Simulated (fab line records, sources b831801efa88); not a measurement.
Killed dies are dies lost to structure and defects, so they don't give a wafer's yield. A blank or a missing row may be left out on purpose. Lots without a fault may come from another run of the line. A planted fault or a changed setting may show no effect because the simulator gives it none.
fab line records | flow sky130
record lots=14 wafers=42 last_day=50
route steps=708 shown NWELL@67
lots that met no fault: from a run of the same line without faults
start_h: hours from the record's first day to the start of the lot's first wafer shown | wait_h: hours since the lot's step before | " the same as in the row above | L1.1+2: a row that stands for several wafers | - no value, or no start given | * or withheld: withheld | < > ~ a bound
route shown NAME@n: a module of which the file shows steps, and the number in the route of the first | usual: mean/standard deviation of fault-free wafers | same: alike in all rows | chamber/n: place in a boat | sites: the reading at each site | _std_site: their standard deviation | _edge_site: outer sites' mean less inner sites' | radius_mm: how far each site lies from the wafer's centre | mask NAME#n: copy n | behind: the tool/chamber that last shaped the wafer | hold: why the lot was held/for how many hours/how that ended | device: the transistor (n, p or np) that didn't switch | end of line: the same wafers' tests at the end of the route | a step without rows: its recipe alone | killed: dies lost to structure and defects at the first sort, not the wafer's yield | map: a wafer's dies, x killed, . not, _ none there
set.NAME: the setting as run; set.NAME@STEP: as run at that earlier step | model.NAME: the simulator's own value behind a step, which no gauge read
steps of the route over a sample of lots; a table a step, a row a wafer
services: from which hour (start_h, from the record's first day; less than 0 if before it) a tool's chamber was out of use, for how many hours, and why
## steps
# step SKY_NWELL_STRIP_14
# recipe chemistry=O2/N2 power_w=1400 pressure_mtorr=1500 platen_temp_c=withheld o2_flow_sccm=3000 n2_flow_sccm=300 overash_fraction=0.5
# usual chamber_pressure_mTorr=1500.0/1.4 drypump_motor_current_A=5.7/0.37 oes_product_au=0.723/0.0043 strip_time_to_endpoint_s=36.90/0.11
# columns lot.wafer tool chamber start_h wait_h chamber_pressure_mTorr drypump_motor_current_A oes_product_au rf_hours_counter_h strip_time_to_endpoint_s
L830.2 plasma_asher-04 0 93.77 0.1 1497.0 6.2 0.724 39 36.94
L830.4 " 1 " " 1499.2 6.3 0.724 - 36.89
L830.5 " 0 " " 1500.9 6.2 0.722 - 36.82
L832.2 plasma_asher-02 0 108.08 0.1 1497.9 5.6 0.732 42 36.97
L832.5 " 0 " " 1502.9 5.6 0.720 - 36.98
L832.6 " 1 " " 1502.3 5.6 0.723 - 36.92
L833.1 plasma_asher-01 1 112.54 0.1 1499.8 5.4 0.720 31 36.76
L833.2 " 0 " " 1498.0 5.2 0.716 31 36.71
L833.3 " 1 " " 1500.6 5.5 0.728 - 36.72
L834.1 plasma_asher-04 1 116.47 0.1 1499.1 6.3 0.723 42 36.97
L834.3 " 0 " " 1502.0 6.2 0.719 - 36.92
L834.4 " 1 " " 1499.2 6.3 0.722 - 37.06
L835.4 plasma_asher-01 1 119.32 0.1 1499.1 5.5 0.733 - 36.72
L835.5 " 0 " " 1498.7 5.2 0.726 - 36.87
L835.6 " 1 " " 1499.0 5.5 0.728 - 36.90
L836.1 plasma_asher-01 1 127.13 0.1 1500.3 5.4 0.724 32 37.02
L836.2 " 0 " " 1501.2 5.3 0.719 32 37.02
L836.3 " 1 " " 1500.3 5.4 0.720 - 36.98
L837.1 plasma_asher-01 1 134.33 0.1 1499.1 5.4 0.719 33 36.89
L837.3 " 1 " " 1500.5 5.4 0.721 - 36.89
L837.6 " 1 " " 1500.8 5.4 0.716 - 36.87
L838.2 plasma_asher-02 0 138.07 0.1 1501.0 5.6 0.719 2 36.94
L838.4 " 1 " " 1502.9 5.6 0.726 - 36.88
L838.6 " 1 " " 1500.0 5.6 0.723 - 36.89
L839.1 plasma_asher-01 0 145.14 0.1 - - - - -
L839.5 " 0 " " - - - - -
L839.6 " 1 " " - - - - -
L840.1 plasma_asher-02 0 152.77 0.1 - - - - -
L840.4 " 0 " " - - - - -
L840.6 " 1 " " - - - - -
L848.1 plasma_asher-02 0 201.93 0.1 1500.6 5.6 0.729 8 37.00
L848.5 " 0 " " 1499.5 5.6 0.726 - 37.07
L848.6 " 1 " " 1499.5 5.7 0.726 - 37.03
L849.1 plasma_asher-02 1 207.72 0.1 1499.9 5.6 0.726 9 37.00
L849.2 " 0 " " 1499.1 5.6 0.724 9 37.07
L849.4 " 1 " " 1498.3 5.6 0.722 - 37.08
L851.4 plasma_asher-04 0 215.24 0.1 1500.6 6.2 0.728 - 36.91
L851.5 " 1 " " 1499.2 6.3 0.726 - 37.01
L851.6 " 0 " " 1501.5 6.2 0.722 - 36.97
L852.4 plasma_asher-01 0 223.37 0.1 1497.6 5.2 0.716 - 37.00
L852.5 " 0 " " 1499.1 5.3 0.721 - 36.98
L852.6 " 1 " " 1499.3 5.4 0.721 - 36.85
# step SKY_NWELL_STRIP_25
# recipe chemistry=O2/N2 power_w=1400 pressure_mtorr=1500 platen_temp_c=withheld o2_flow_sccm=3000 n2_flow_sccm=300 overash_fraction=0.5
# usual chamber_pressure_mTorr=1500.1/1.3 drypump_motor_current_A=5.7/0.41 oes_product_au=0.722/0.0041 strip_time_to_endpoint_s=36.93/0.096
# columns lot.wafer tool chamber start_h wait_h chamber_pressure_mTorr drypump_motor_current_A oes_product_au rf_hours_counter_h strip_time_to_endpoint_s
L830.2 plasma_asher-04 1 111.89 0.1 1497.0 6.3 0.717 41 36.86
L830.4 " 1 " " 1500.9 6.3 0.718 - 36.88
L830.5 " 0 " " 1500.0 6.2 0.726 - 36.84
L832.2 plasma_asher-01 1 126.19 0.1 1501.3 5.4 0.724 32 36.87
L832.5 " 1 " " 1502.1 5.5 0.725 - 36.93
L832.6 " 0 " " 1498.9 5.3 0.730 - 36.93
L833.1 plasma_asher-01 0 130.59 0.1 1500.2 5.2 0.718 33 36.84
L833.2 " 1 " " 1499.7 5.4 0.720 33 36.93
L833.3 " 1 " " 1500.2 5.4 0.733 - 36.94
L834.1 plasma_asher-04 0 135.87 0.1 1501.6 6.2 0.720 44 37.17
L834.3 " 1 " " 1498.8 6.3 0.718 - 37.15
L834.4 " 0 " " 1499.5 6.3 0.719 - 37.03
L835.4 plasma_asher-01 0 138.51 0.1 1499.4 5.3 0.728 - 36.88
L835.5 " 0 " " 1499.5 5.2 0.720 - 36.90
L835.6 " 1 " " 1499.7 5.4 0.720 - 36.93
L836.1 plasma_asher-02 0 146.89 0.1 1498.3 5.6 0.722 3 36.95
L836.2 " 1 " " 1500.3 5.6 0.714 3 37.02
L836.3 " 1 " " 1499.5 5.6 0.727 - 36.96
L837.1 plasma_asher-04 1 154.24 0.1 1500.5 6.3 0.725 46 36.96
L837.3 " 0 " " 1500.3 6.3 0.714 - 37.00
L837.6 " 0 " " 1501.0 6.2 0.722 - 36.92
L838.2 plasma_asher-01 1 157.78 0.1 1502.5 5.5 0.722 35 36.92
L838.4 " 1 " " 1501.2 5.5 0.724 - 36.89
L838.6 " 1 " " 1502.3 5.5 0.724 - 36.96
L839.1 plasma_asher-02 1 164.89 0.1 1500.5 5.6 0.735 5 80.95
L839.5 " 0 " " 1499.2 5.6 0.741 - 81.15
L839.6 " 1 " " 1500.2 5.6 0.741 - 81.05
L840.1 plasma_asher-02 1 172.93 0.1 1503.4 5.6 0.730 5 80.91
L840.4 " 1 " " 1500.5 5.7 0.739 - 80.96
L840.6 " 1 " " 1497.6 5.6 0.737 - 80.95
L848.1 plasma_asher-01 1 224.39 0.1 1500.5 5.4 0.720 42 36.93
L848.5 " 1 " " 1496.8 5.4 0.719 - 36.88
L848.6 " 0 " " 1501.0 5.3 0.727 - 36.92
L849.1 plasma_asher-01 1 230.18 0.1 1500.6 5.5 0.724 42 36.90
L849.2 " 0 " " 1502.0 5.3 0.729 42 36.87
L849.4 " 0 " " 1500.5 5.3 0.719 - 36.78
L851.4 plasma_asher-04 0 238.56 0.1 1499.9 6.2 0.725 - 36.92
L851.5 " 0 " " 1498.3 6.3 0.715 - 36.90
L851.6 " 1 " " 1500.6 6.3 0.728 - 36.77
L852.4 plasma_asher-02 0 246.17 0.1 1498.6 5.6 0.722 - 37.12
L852.5 " 0 " " 1502.2 5.6 0.718 - 37.04
L852.6 " 1 " " 1500.1 5.6 0.716 - 37.18
# step SKY_NWELL_TW_MEAS_26
# usual NWELL_2_TW=493/4.1
# columns lot.wafer tool chamber start_h wait_h NWELL_2_TW
L830.2 film_metro-02 - 112.00 0.1 496
L830.4 " - " " 497
L830.5 " - " " 498
L832.2 film_metro-03 - 126.30 0.1 488
L832.5 " - " " 488
L832.6 " - " " 489
L833.1 film_metro-02 - 130.69 0.1 492
L833.2 " - " " 492
L833.3 " - " " 492
L834.1 film_metro-01 - 135.97 0.1 487
L834.3 " - " " 491
L834.4 " - " " 490
L835.4 film_metro-02 - 138.61 0.1 493
L835.5 " - " " 495
L835.6 " - " " 493
L836.1 film_metro-01 - 146.99 0.1 493
L836.2 " - " " 495
L836.3 " - " " 492
L837.1 film_metro-02 - 154.34 0.1 495
L837.3 " - " " 495
L837.6 " - " " 497
L838.2 film_metro-03 - 157.89 0.1 494
L838.4 " - " " 494
L838.6 " - " " 494
L839.1 film_metro-03 - 164.99 0.1 30
L839.5 " - " " 30
L839.6 " - " " 30
L840.1 film_metro-02 - 173.03 0.1 30
L840.4 " - " " 30
L840.6 " - " " 30
L848.1 film_metro-03 - 224.49 0.1 486
L848.5 " - " " 489
L848.6 " - " " 486
L849.1 film_metro-03 - 230.28 0.1 487
L849.2 " - " " 489
L849.4 " - " " 487
L851.4 film_metro-03 - 238.66 0.1 485
L851.5 " - " " 487
L851.6 " - " " 489
L852.4 film_metro-01 - 246.27 0.1 494
L852.5 " - " " 494
L852.6 " - " " 495
## services
# columns tool chamber start_h hours kind
plasma_asher-01 - 95.17 1.8 repair
plasma_asher-02 - 108.75 9.0 pm
plasma_asher-02 0 108.75 9.0 vent_cycle
plasma_asher-02 1 108.75 9.0 vent_cycle
plasma_asher-01 - 108.78 1.1 repair
plasma_asher-02 - 117.02 0.3 repair
plasma_asher-02 0 117.75 - clean
plasma_asher-02 1 117.75 - clean
plasma_asher-01 - 197.43 0.6 repair
plasma_asher-04 - 221.81 3.4 repair
## key
first_sign step=SKY_NWELL_STRIP_14 reading=tool_record direction=missing
effect step=SKY_NWELL_STRIP_25 reading=strip_time_to_endpoint_s direction=up sigmas=99+ usual=* struck=*
effect step=SKY_NWELL_TW_MEAS_26 reading=NWELL_2_TW direction=down sigmas=99+ usual=493 struck=30
met_at SKY_NWELL_STRIP_14
struck_lots L839,L840
sort_left_out L839.1,L839.5,L839.6,L840.1,L840.4,L840.6
tester_left_out L839,L840
onset_between 138.07 145.14
fault kind=skipped_step_whole tool=plasma_asher-01,plasma_asher-02 chamber=- onset_h=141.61 steps=SKY_NWELL_STRIP_14 scope=struck_lots_only
# tester_left_out: of these lots the tester's yield and bins aren't shown, on N5 and GAA mostly nor the transistor test; their killed dies are dies lost to structure and defects alone, not to doping, threshold or leakage, so they don't give the yield
# sort_left_out: the simulated sort isn't trusted on such a fault, so these wafers' sort isn't shown, and their yield isn't known
